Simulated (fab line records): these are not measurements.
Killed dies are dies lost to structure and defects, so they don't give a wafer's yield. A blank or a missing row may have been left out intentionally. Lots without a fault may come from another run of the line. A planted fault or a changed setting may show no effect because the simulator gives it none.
Chamber matching || flow sky130 || 4 sister chambers for SKY_CONTACT_ETCH_16 on rie-diel-03
The step etches BARC in N2/H2, stops on SiO2, time 45.9 s, target depth 60 nm. 4 wafers are shown with their chamber, then 8 later ones without.

WAFERS PAIRED WITH THEIR CHAMBERS
{"wafer": "L085.5", "chamber": 2, "drypump-motor-current-A (A)": 6.0}
{"wafer": "L086.2", "chamber": 3, "drypump-motor-current-A (A)": 5.9}
{"wafer": "L086.6", "chamber": 0, "drypump-motor-current-A (A)": 4.6}
{"wafer": "L087.2", "chamber": 1, "drypump-motor-current-A (A)": 5.0}

WAFERS WITH NO CHAMBER GIVEN
{"wafer": "L087.4", "drypump-motor-current-A (A)": 4.6}
{"wafer": "L087.5", "drypump-motor-current-A (A)": 4.6}
{"wafer": "L090.1", "drypump-motor-current-A (A)": 5.9}
{"wafer": "L090.4", "drypump-motor-current-A (A)": 5.8}
{"wafer": "L090.6", "drypump-motor-current-A (A)": 5.0}
{"wafer": "L097.2", "drypump-motor-current-A (A)": 5.8}
{"wafer": "L097.4", "drypump-motor-current-A (A)": 6.0}
{"wafer": "L097.6", "drypump-motor-current-A (A)": 4.6}

WHICH CHAMBER EACH WENT THROUGH
{"wafer": "L087.4", "from the rows above": 0, "in truth": 0}
{"wafer": "L087.5", "from the rows above": 0, "in truth": 0}
{"wafer": "L090.1", "from the rows above": "can't be placed: 3 or 2", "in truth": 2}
{"wafer": "L090.4", "from the rows above": "can't be placed: 3 or 2", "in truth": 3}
{"wafer": "L090.6", "from the rows above": 1, "in truth": 1}
{"wafer": "L097.2", "from the rows above": "can't be placed: 3 or 2", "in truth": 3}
{"wafer": "L097.4", "from the rows above": "can't be placed: 2 or 3", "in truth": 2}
{"wafer": "L097.6", "from the rows above": 0, "in truth": 0}
4 of 8 placed correctly. Unplaceable from these rows: 4, with the true chamber sitting among the candidates in 4. Number placed wrongly: 0.
How it was worked out, from the rows above alone: a wafer's distance from a chamber is the root of the sum, over the readings, of the square of ((its reading less the chamber's mean) divided by the reading's scatter). The wafer belongs to the nearest chamber; if the next one is less than 2 further off, it can't be placed. Each chamber's mean is taken over the wafers shown for it. The scatter: root of mean squared gap, hidden wafer to nearest shown wafer, with one shown wafer a chamber.
